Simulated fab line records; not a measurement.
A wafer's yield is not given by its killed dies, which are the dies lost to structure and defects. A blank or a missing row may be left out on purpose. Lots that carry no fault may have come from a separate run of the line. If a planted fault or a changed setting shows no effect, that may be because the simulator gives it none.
Problem report, 8D (eight disciplines) form, completed by code :: flow gf180mcu :: the parts of the form that need people (team, actions taken, sign-off) are left out

1. THE ISSUE
SALICIDE_TIN_RS at GF_SALICIDE_RS_MEAS_04 reads a mean of 20.7 ohm/sq on 1 wafer of 1 lot; wafers without a fault read 16.4 ohm/sq with a standard deviation of 0.34. Relative to the usual mean, that is a shift of +13 standard deviations.
The step: measures by four-point-probe.
The first sign was on wafer L963.6 at day 18 04:25, on film_metro-03. At this step, 36 wafers from 12 lots have a number in the record. By rule, "out" or "out of limits" means more than 4 standard deviations away from the usual mean. All remaining wafers that have a number are taken as sound.

2. WHAT IT IS; WHAT IT IS NOT
question: which readings at this step
is: SALICIDE_TIN_RS
is not: -

question: which lots
is: L963
is not: L956, L959, L965, L970, L972, L973, L974, L975, L976, L977, L979

question: which wafers of those lots
is: L963.6
is not: L963.1, L963.3

question: read on which gauges
is: film_metro-03
is not: film_metro-01, film_metro-04

question: when
is: from day 18 04:25
is not: up to then (8 sound wafers); but 27 sound wafers of L965, L970, L972, L973, L974, L975, L976, L977, L979 came after

3. SUSPECTS, AND WHAT RULES EACH OUT
Counting: a tool at a process step up to the reading stays a suspect if it ran every lot that is out. Sound lots after the first of them don't rule it out here, since some wafers of a struck lot are sound.
- the gauge at GF_SALICIDE_RS_MEAS_04: kept. All the wafers that are out were read on film_metro-03, and no step on other tools shows them out.
- plasma_asher-01 at GF_PSD_STRIP_10 (strips in O2/N2): kept. It ran the lot that is out, L963 (day 17 04:02).
- rie_diel-02 at GF_SAB_ETCH_11 (etches SiO2 in C4F8/O2/Ar, target depth 55 nm, time 8.5 s): kept. The lot that is out, L963, ran on it at day 18 04:01; the last sound lot it ran before that was L956, at day 15 07:58.
- pvd_sputter-01 at GF_SALICIDE_SPUTTER_02 (material Co, target thk 10 nm, time 20 s): kept. The lot that is out, L963, ran on it at day 18 04:22; the last sound lot it ran before that was L956, at day 15 08:22.
- At GF_SAB_ETCH_11, inside rie_diel-02: chamber 0 took the wafers that are out, while their sound lot-mates went through chambers 2, 3.
Left after counting: plasma_asher-01 at GF_PSD_STRIP_10, rie_diel-02 at GF_SAB_ETCH_11, pvd_sputter-01 at GF_SALICIDE_SPUTTER_02, film_metro-03 at GF_SALICIDE_RS_MEAS_04.

4. THE CAUSE (what the simulator had put in)
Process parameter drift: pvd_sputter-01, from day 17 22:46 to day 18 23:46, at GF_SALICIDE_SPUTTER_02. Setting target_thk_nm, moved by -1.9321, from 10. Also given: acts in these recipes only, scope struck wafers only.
After counting, 4 suspects remain, this tool included.

5. SEQUENCE OF EFFECTS, ordered by route
One row per reading whose mean, taken over the struck wafers that have a number, lies over 3 standard deviations from the usual. Readings are gone through only where the record gives a usual standard deviation; hours: the median, over the lots, of the time from a lot's start at the first step in this table giving one to that lot's start at this step; sigmas: the change measured in usual standard deviations.
hours: 0
step: GF_SALICIDE_RS_MEAS_04
reading: SALICIDE_TIN_RS
usual: 16.4 ohm/sq
on struck wafers: 20.7
change: +4.3
sigmas: +13

6. HOW IT WOULD HAVE BEEN CAUGHT EARLIER
The first out-of-limits reading at a measuring or inspecting step in this record came at day 18 04:25, 6 hours after the fault's start at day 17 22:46.
Tool readings at GF_SALICIDE_SPUTTER_02 with a usual standard deviation given in the record: none out on any struck wafer, hence no alarm at a limit of 4 standard deviations on them.
The start of GF_SALICIDE_SPUTTER_02 on pvd_sputter-01 came by day 18 04:25 for every one of the lots that are out (1). Tool hold at that time: it would have spared none of them.
